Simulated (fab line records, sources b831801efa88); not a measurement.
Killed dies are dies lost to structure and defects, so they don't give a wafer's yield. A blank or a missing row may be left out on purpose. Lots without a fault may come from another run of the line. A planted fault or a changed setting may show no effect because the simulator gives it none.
Chamber matching | flow gf180mcu | GF_V5_CVD_00 on hdpcvd-01: 3 sister chambers
The step deposits SiO2, target thk 300 nm, time 50 s. 6 wafers are shown with their chamber, then 7 later ones without.

WAFERS WITH THEIR CHAMBER
wafer  | chamber | sih4_flow_sccm (sccm)
L467.1 | 0       | 59.94
L474.1 | 0       | 59.72
L474.2 | 2       | 60.19
L474.3 | 1       | 60.00
L476.1 | 1       | 60.33
L476.4 | 2       | 59.92

WAFERS WITHOUT THEIR CHAMBER
wafer  | sih4_flow_sccm (sccm)
L476.5 | 60.00
L480.4 | 60.07
L480.5 | 59.92
L480.6 | 60.36
L481.1 | 59.67
L481.3 | 60.02
L481.6 | 60.33

WHICH CHAMBER EACH WENT THROUGH
wafer  | from the rows above          | in truth
L476.5 | can't be placed: 2 or 1 or 0 | 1
L480.4 | can't be placed: 2 or 1 or 0 | 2
L480.5 | can't be placed: 0 or 2 or 1 | 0
L480.6 | can't be placed: 1 or 2 or 0 | 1
L481.1 | can't be placed: 0 or 2 or 1 | 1
L481.3 | can't be placed: 2 or 1 or 0 | 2
L481.6 | can't be placed: 1 or 2 or 0 | 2
Placed correctly: 0 of 7. Can't be placed from these rows: 7 (the true chamber is among the candidates in 7). Placed wrongly: 0.
How it was worked out, from the rows above alone: a wafer's distance from a chamber is the root of the sum, over the readings, of the square of ((its reading less the chamber's mean) divided by the reading's scatter). The wafer belongs to the nearest chamber; if the next one is less than 2 further off, it can't be placed. A chamber's mean is the mean of its shown wafers. The scatter: the root of (the sum of the squares of (reading less its chamber's mean) over the shown wafers, divided by (wafers less chambers)).
